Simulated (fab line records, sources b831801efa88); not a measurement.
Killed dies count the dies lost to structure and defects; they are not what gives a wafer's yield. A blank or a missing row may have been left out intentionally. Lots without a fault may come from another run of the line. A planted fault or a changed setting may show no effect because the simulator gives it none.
Struck lot and sound lot, side by side / flow gf180mcu / 42 steps out of a route of 602
Sound: wafers L663.1, L663.4, L663.5. Wafers L655.3, L655.4, L655.6 were the ones struck. At the end, the cause is stated.
Per side, at each step with rows, come the tool, then ch with its chambers, and then its first start. Under that, the readings that differ: sound wafers / struck wafers / difference of the means / sigmas: that difference in standard deviations of wafers without a fault.
alike: readings with means less than 2 such deviations apart, plus words and numbers identical on both sides. not compared: withheld readings, readings lacking a value on some wafer, bounds such as >300 that could conceal the same value, and numbers that have no deviation in the record and whose values overlap.
Wherever a step has rows on one side only, a row that says differs or no value, or a row with sigmas, the two part there. Numbers that don't overlap but have no deviation are shown without sigmas and don't part them. A reading that every wafer of one side lacks parts them only if that side has two wafers or more.

first, 2 steps without rows for these wafers: GF_LVPWELL_IMPLANT_08; GF_LVPWELL_IMPLANT_09.
GF_LVPWELL_STRIP_10: strips in O2/N2.
  sound on plasma_asher-02 ch 0,1, day 8 14:36; struck on plasma_asher-02 ch 0,1, day 6 16:17
  alike: drypump_motor_current_A, heater_power_w, n2_flow_sccm, oes_product_au, strip_time_to_endpoint_s
  not compared: rf_hours_counter_h
GF_LVPWELL_TW_MEAS_11:
  sound on film_metro-03, day 8 14:42; struck on film_metro-04, day 6 16:22
reading=LVPWELL_TW; sound=558 563 559; struck=553 554 552; difference=-7; sigmas=-2
then, 7 steps without rows for these wafers: GF_MVSD_DEHYDRATE_00 (time 60 s); GF_MVSD_HMDS_01 (prime time 60 s); GF_MVSD_COAT_02 (resist thk 3000 nm); GF_MVSD_SOFTBAKE_03; GF_MVSD_EXPOSE_04 (exposes mask MVSD, target cd 1000 nm); GF_MVSD_PEB_05; GF_MVSD_DEVELOP_06 (develop time 60 s).
GF_MVSD_OVL_MEAS_07:
  sound on overlay-01, day 9 06:46; struck on overlay-01, day 7 07:46
  alike: MVSD_OVL
GF_MVSD_IMPLANT_08:
  sound on implanter-02 ch 0, day 9 06:48; struck on implanter-01 ch 0, day 7 07:50
reading=dose_ions_cm2; sound=1.6005e+13 1.6002e+13 1.6001e+13; struck=1.9838e+13 1.983e+13 1.9844e+13; difference=+3.8347e+12; sigmas=+99 or more
reading=faraday_current_uA; sound=89.8 90.9 89.0; struck=108.1 115.1 110.0; difference=+21.2; sigmas=+11
following that, these wafers have no rows for 1 step: GF_MVSD_IMPLANT_09.
GF_MVSD_STRIP_10: strips in O2/N2.
  sound on plasma_asher-04 ch 1, day 9 07:06; struck on plasma_asher-01 ch 0,1, day 7 08:08
reading=drypump_motor_current_A (A); sound=5.1 5.1 5.1; struck=6.4 6.1 6.4; difference=+1.2; sigmas=+3
  alike: heater_power_w, n2_flow_sccm, oes_product_au, strip_time_to_endpoint_s
  not compared: rf_hours_counter_h
GF_MVSD_TW_MEAS_11:
  sound on film_metro-03, day 9 07:12; struck on film_metro-03, day 7 08:26
reading=MVSD_TW; sound=1590 1590 1598; struck=1682 1694 1689; difference=+96; sigmas=+9
  not compared: hold
then, 6 steps without rows for these wafers: GF_MVPSD_HMDS_01 (prime time 60 s); GF_MVPSD_COAT_02 (resist thk 3000 nm); GF_MVPSD_SOFTBAKE_03; GF_MVPSD_EXPOSE_04 (exposes mask MVPSD, target cd 1000 nm); GF_MVPSD_PEB_05; GF_MVPSD_DEVELOP_06 (develop time 60 s).
GF_MVPSD_OVL_MEAS_07:
  sound on overlay-02, day 10 00:53; struck on overlay-02, day 7 23:52
  alike: MVPSD_OVL
then, 2 steps without rows for these wafers: GF_MVPSD_IMPLANT_08; GF_MVPSD_IMPLANT_09.
GF_MVPSD_STRIP_10: strips in O2/N2.
  sound on plasma_asher-01 ch 0, day 10 01:14; struck on plasma_asher-03 ch 0,1, day 8 00:13
reading=heater_power_w (W); sound=293 296 296; struck=351 369 359; difference=+65; sigmas=+2
  alike: drypump_motor_current_A, n2_flow_sccm, oes_product_au, strip_time_to_endpoint_s
  not compared: rf_hours_counter_h
GF_MVPSD_TW_MEAS_11:
  sound on film_metro-03, day 10 01:20; struck on film_metro-04, day 8 00:18
  alike: MVPSD_TW
then, 7 steps without rows for these wafers: GF_VT_IMPLANT_DEHYDRATE_00 (time 60 s); GF_VT_IMPLANT_HMDS_01 (prime time 60 s); GF_VT_IMPLANT_COAT_02 (resist thk 1000 nm); GF_VT_IMPLANT_SOFTBAKE_03 (time 60 s); GF_VT_IMPLANT_EXPOSE_04 (exposes mask LVPWELL LV AREA, target cd 600 nm); GF_VT_IMPLANT_PEB_05; GF_VT_IMPLANT_DEVELOP_06 (develop time 60 s).
GF_VT_IMPLANT_OVL_MEAS_07:
  sound on overlay-02, day 10 19:07; struck on overlay-02, day 8 16:58
  alike: VT_IMPLANT_OVL
following that, these wafers have no rows for 1 step: GF_VT_IMPLANT_IMPLANT_08.
GF_VT_IMPLANT_STRIP_09: strips in O2/N2.
  sound on plasma_asher-02 ch 0,1, day 10 19:17; struck on plasma_asher-02 ch 0,1, day 8 17:10
  alike: drypump_motor_current_A, heater_power_w, n2_flow_sccm, oes_product_au, strip_time_to_endpoint_s
  not compared: rf_hours_counter_h
GF_VT_IMPLANT_TW_MEAS_10:
  sound on film_metro-02, day 10 19:23; struck on film_metro-02, day 8 17:15
  alike: VT_IMPLANT_TW
then, 3 steps without rows for these wafers: GF_VT_IMPLANT_DEHYDRATE_11 (time 60 s); GF_VT_IMPLANT_HMDS_12 (prime time 60 s); GF_VT_IMPLANT_COAT_13 (resist thk 1000 nm).
-- the record jumps here: 2 days lie between the struck wafers' starts before and after --
GF_VT_IMPLANT_RS_MEAS_46: a four-point-probe measurement.
  sound on film_metro-03, day 13 05:38; struck on film_metro-04, day 10 21:29
reading=MVSD_RS (ohm/sq); sound=457.6 458.3 457.3; struck=411.0 409.4 409.4; difference=-47.8; sigmas=-48
  not compared: hold

## WHERE THEY PART
Last at GF_VT_IMPLANT_RS_MEAS_46 as far as this record goes, first at GF_LVPWELL_TW_MEAS_11.

WHY: what the simulator had put in
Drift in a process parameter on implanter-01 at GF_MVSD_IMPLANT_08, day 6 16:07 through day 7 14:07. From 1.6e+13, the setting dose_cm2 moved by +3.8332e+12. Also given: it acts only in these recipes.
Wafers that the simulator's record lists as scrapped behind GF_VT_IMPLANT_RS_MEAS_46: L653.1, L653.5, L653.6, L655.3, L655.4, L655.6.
